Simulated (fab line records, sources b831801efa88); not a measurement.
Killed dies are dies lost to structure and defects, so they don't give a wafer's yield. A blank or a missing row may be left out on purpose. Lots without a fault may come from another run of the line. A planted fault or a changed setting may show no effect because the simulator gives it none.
A struck lot beside a sound one | flow sky130 | 16 steps out of a route of 708
Sound: wafers L943.1, L943.2, L943.6. Struck: wafers L950.3, L950.5, L950.6. The cause comes at the end.
At each step with rows: each side's tool, then ch and its chambers, then its first start. Under that, the readings that differ: sound wafers | struck wafers | difference of the means | sigmas: that difference in standard deviations of wafers without a fault.
alike: readings whose means differ by less than 2 such deviations, and words and numbers that are the same on both sides. not compared: withheld readings, readings that some wafer has no value for, bounds like >300 that may hide the same value, and numbers for which the record gives no deviation and whose values overlap.
The two part at a step that has a row with sigmas, a row that says differs or no value, or rows on one side only. Numbers that don't overlap but have no deviation are shown without sigmas and don't part them. A reading that every wafer of one side lacks parts them only if that side has two wafers or more.

SKY_VT_ADJUST_HVTR_OVL_MEAS_08:
  sound on overlay-01, day 9 19:27; struck on overlay-01, day 11 19:16
  alike: VT_ADJUST_HVTR_OVL
then, 1 step without rows for these wafers: SKY_VT_ADJUST_HVTR_IMPLANT_09.
SKY_VT_ADJUST_HVTR_STRIP_10: strips in O2/N2.
  sound on plasma_asher-01 ch 0,1, day 9 19:38; struck on plasma_asher-04 ch 0,1, day 11 19:28
  alike: drypump_motor_current_A, oes_product_au, strip_time_to_endpoint_s
  not compared: rf_hours_counter_h
SKY_VT_ADJUST_HVTR_TW_MEAS_11:
  sound on film_metro-02, day 9 19:44; struck on film_metro-03, day 11 19:34
  alike: VT_ADJUST_HVTR_TW
then, 7 steps without rows for these wafers: SKY_VT_ADJUST_PCH_DEHYDRATE_00 (time 60 s); SKY_VT_ADJUST_PCH_HMDS_01 (prime time 60 s); SKY_VT_ADJUST_PCH_COAT_02 (resist thk 3000 nm); SKY_VT_ADJUST_PCH_SOFTBAKE_03; SKY_VT_ADJUST_PCH_EXPOSE_04 (exposes mask NWM, target cd 840 nm); SKY_VT_ADJUST_PCH_PEB_05; SKY_VT_ADJUST_PCH_DEVELOP_06 (develop time 60 s).
SKY_VT_ADJUST_PCH_OVL_MEAS_07:
  sound on overlay-01, day 10 18:12; struck on overlay-01, day 12 19:47
  reading                | sound       | struck       | difference | sigmas
  VT_ADJUST_PCH_OVL (nm) | 3.3 4.2 2.4 | 1.4 0.8 -1.1 | -2.9       | -2
SKY_VT_ADJUST_PCH_IMPLANT_08:
  sound on implanter-03 ch 0, day 10 18:14; struck on implanter-03 ch 0, day 12 19:51
  reading                          | sound                      | struck                          | difference  | sigmas
  beam_on_s (s)                    | 10.54 9.75 9.96            | 12.52 12.78 12.31               | +2.45       | +12
  end_station_pressure_torr (Torr) | 4.61e-06 4.62e-06 5.17e-06 | 0.00010331 9.399e-05 0.00011382 | +0.00009891 | +99 or more
  faraday_current_uA               | 2.67 2.90 2.85             | 2.27 2.23 2.31                  | -0.54       | -10
SKY_VT_ADJUST_PCH_STRIP_09: strips in O2/N2.
  sound on plasma_asher-02 ch 0,1, day 10 18:23; struck on plasma_asher-04 ch 0,1, day 12 19:59
  alike: drypump_motor_current_A, oes_product_au, strip_time_to_endpoint_s
  not compared: rf_hours_counter_h
SKY_VT_ADJUST_PCH_TW_MEAS_10:
  sound on film_metro-02, day 10 18:29; struck on film_metro-04, day 12 20:18
  reading          | sound             | struck            | difference | sigmas
  VT_ADJUST_PCH_TW | 141.9 141.6 141.8 | 150.1 150.7 150.5 | +8.7       | +9
  not compared: hold
-- the record jumps here: 35 days lie between the struck wafers' starts before and after (it left off in module VT_ADJUST_PCH and takes up again in module PAD_OPEN, whose first step shown is number 708 of the route) --
SKY_PAD_OPEN_PROBE_99:
  sound on prober-02, day 46 02:31; struck on prober-01, day 47 21:26
  reading                                   | sound                   | struck                  | difference | sigmas
  model.etest.pfet_g5v0d10v5.off_log10_a_um | -12.72 -12.49 -12.62    | -11.99 -11.58 -11.93    | +0.78      |
  model.etest.pfet_01v8_lvt.off_log10_a_um  | -8.693 -8.683 -8.821    | -8.042 -8.227 -8.055    | +0.624     |
  model.etest.pfet_g5v0d10v5.vt_sat_v (V)   | -0.6486 -0.6246 -0.6418 | -0.5845 -0.5408 -0.5673 | +0.0741    |
  model.etest.pfet_16v.vt_v (V)             | -1.084 -1.088 -1.093    | -1.026 -1.015 -1.015    | +0.070     |
  model.etest.pfet_g5v0d10v5.vt_v (V)       | -0.8401 -0.8156 -0.8335 | -0.791 -0.7439 -0.7744  | +0.060     |
  model.etest.pfet_g5v0d10v5.vt_long_v (V)  | -0.9167 -0.9223 -0.919  | -0.8647 -0.859 -0.8529  | +0.0605    |
  model.etest.pfet_01v8_lvt.vt_sat_v (V)    | -0.4258 -0.4301 -0.44   | -0.3726 -0.3835 -0.3813 | +0.0528    |
  model.etest.pfet_01v8_lvt.vt_v (V)        | -0.5229 -0.5269 -0.5329 | -0.4704 -0.4787 -0.4745 | +0.0530    |
  alike: killed_at_M0_to_M3, killed_at_M4_up, killed_at_contacts, killed_at_front_end, killed_at_other, killed_dies, killed_open, killed_short

WHERE THEY PART
First at SKY_VT_ADJUST_PCH_OVL_MEAS_07; last, within this record, at SKY_VT_ADJUST_PCH_TW_MEAS_10. Later steps at which nothing parts them and some readings are alike: SKY_PAD_OPEN_PROBE_99.

WHY: what the simulator had put in
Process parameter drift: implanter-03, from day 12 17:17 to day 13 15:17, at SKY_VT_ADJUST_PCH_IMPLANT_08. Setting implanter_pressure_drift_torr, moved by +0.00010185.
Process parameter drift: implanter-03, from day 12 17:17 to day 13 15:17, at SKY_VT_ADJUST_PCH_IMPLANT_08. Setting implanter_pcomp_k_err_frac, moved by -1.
